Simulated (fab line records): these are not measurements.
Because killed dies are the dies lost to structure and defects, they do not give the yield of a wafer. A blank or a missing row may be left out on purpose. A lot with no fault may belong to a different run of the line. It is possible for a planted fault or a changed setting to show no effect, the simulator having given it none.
Matching of chambers + flow gf180mcu + GF_V3_ETCH_16 on rie diel-03: 4 sister chambers
The step etches BARC in N2/H2. 14 wafers are shown with their chamber, then 6 later ones without.

## WAFERS WITH THEIR CHAMBER
| wafer  | chamber | drypump motor current A (A) | oes product au (a.u.) | bias w (W) |
|--------|---------|-----------------------------|-----------------------|------------|
| L397.2 | 1       | 5.3                         | 0.855                 | 99.70      |
| L397.3 | 3       | 6.1                         | 0.864                 | 100.36     |
| L397.5 | 2       | 5.6                         | 0.845                 | 99.99      |
| L402.1 | 1       | 5.4                         | 0.852                 | 100.12     |
| L402.3 | 0       | 6.2                         | 0.859                 | 99.84      |
| L402.4 | 0       | 6.2                         | 0.853                 | 100.00     |
| L403.1 | 2       | 5.6                         | 0.854                 | 99.79      |
| L403.2 | 0       | 6.2                         | 0.851                 | 100.17     |
| L403.4 | 1       | 5.4                         | 0.859                 | 99.84      |
| L408.1 | 0       | 6.2                         | 0.855                 | 99.54      |
| L408.2 | 3       | 6.1                         | 0.860                 | 100.67     |
| L408.3 | 2       | 5.6                         | 0.857                 | 99.88      |
| L415.1 | 0       | 6.1                         | 0.857                 | 99.97      |
| L415.2 | 3       | 6.1                         | 0.860                 | 99.83      |

SIGNATURES, as means of the wafers listed above
| reading                 | chamber 0 | chamber 1 | chamber 2 | chamber 3 | scatter within a chamber |
|-------------------------|-----------|-----------|-----------|-----------|--------------------------|
| drypump motor current A | 6.180     | 5.367     | 5.600     | 6.100     | 0.0383                   |
| oes product au          | 0.85500   | 0.85533   | 0.85200   | 0.86133   | 0.00392                  |
| bias w                  | 99.9040   | 99.8867   | 99.8867   | 100.2867  | 0.263                    |
Rule: for a wafer and a chamber, the distance is found by dividing, reading by reading, the gap between the wafer's reading and the chamber's mean by the reading's scatter, squaring, summing and taking the root. If the next closest chamber is less than 2 further off than the closest, the wafer can't be placed; otherwise it belongs to the closest. How the scatter is found: for the shown wafers, subtract from each reading the mean of its chamber, square and add these, divide the total by (wafers less chambers), then take the root.

## WAFERS MISSING THEIR CHAMBER
| wafer  | drypump motor current A (A) | oes product au (a.u.) | bias w (W) |
|--------|-----------------------------|-----------------------|------------|
| L415.6 | 5.6                         | 0.849                 | 99.95      |
| L416.1 | 5.4                         | 0.850                 | 100.10     |
| L417.3 | 5.3                         | 0.851                 | 99.67      |
| L417.4 | 5.6                         | 0.860                 | 99.80      |
| L419.1 | 6.1                         | 0.854                 | 100.09     |
| L419.4 | 5.6                         | 0.861                 | 100.63     |

## EACH ONE'S CHAMBER
| wafer  | from the rows above     | in truth |
|--------|-------------------------|----------|
| L415.6 | 2                       | 2        |
| L416.1 | 1                       | 1        |
| L417.3 | 1                       | 1        |
| L417.4 | 2                       | 2        |
| L419.1 | can't be placed: 3 or 0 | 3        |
| L419.4 | 2                       | 2        |
5 of 6 placed correctly. Cannot be placed on the basis of these rows: 1; the candidates contain the true chamber in 1. Number placed wrongly: 0.
